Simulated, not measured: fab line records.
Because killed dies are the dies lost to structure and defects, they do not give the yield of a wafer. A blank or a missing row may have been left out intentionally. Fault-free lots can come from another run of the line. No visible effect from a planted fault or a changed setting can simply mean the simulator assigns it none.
Chamber matching / flow gf180mcu / GF_V1_CMP_04 on cmp-01 has 4 sister chambers
The step polishes SiO2. 4 wafers are shown with their chamber, then 8 later ones without.

EACH WAFER AND ITS CHAMBER
wafer=L619.3; chamber=1; motor_current_A (A)=12.8
wafer=L624.1; chamber=3; motor_current_A (A)=10.6
wafer=L624.6; chamber=2; motor_current_A (A)=12.8
wafer=L632.4; chamber=0; motor_current_A (A)=11.7

WAFERS MISSING THEIR CHAMBER
wafer=L632.5; motor_current_A (A)=12.2
wafer=L632.6; motor_current_A (A)=13.0
wafer=L633.2; motor_current_A (A)=12.7
wafer=L633.5; motor_current_A (A)=12.5
wafer=L633.6; motor_current_A (A)=11.4
wafer=L634.3; motor_current_A (A)=12.9
wafer=L634.4; motor_current_A (A)=10.4
wafer=L634.5; motor_current_A (A)=13.0

WHICH CHAMBER EACH WENT THROUGH
wafer=L632.5; from the rows above=can't be placed: 0 or 1 or 2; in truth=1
wafer=L632.6; from the rows above=can't be placed: 1 or 2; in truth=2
wafer=L633.2; from the rows above=can't be placed: 1 or 2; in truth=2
wafer=L633.5; from the rows above=can't be placed: 1 or 2 or 0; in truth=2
wafer=L633.6; from the rows above=can't be placed: 0 or 3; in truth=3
wafer=L634.3; from the rows above=can't be placed: 1 or 2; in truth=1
wafer=L634.4; from the rows above=3; in truth=3
wafer=L634.5; from the rows above=can't be placed: 1 or 2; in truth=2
1 of 8 placed correctly. Unplaceable from these rows: 7, with the true chamber sitting among the candidates in 7. Placed wrongly: 0.
How it was worked out, from the rows above alone: a wafer's distance from a chamber is the root of the sum, over the readings, of the square of ((its reading less the chamber's mean) divided by the reading's scatter). If the next closest chamber is less than 2 further off than the closest, the wafer can't be placed; otherwise it belongs to the closest. For every chamber, the mean is computed from those of its wafers that are shown. The scatter: with one shown wafer a chamber, the root of the mean of the squares of how far each hidden wafer lies from its nearest shown one.
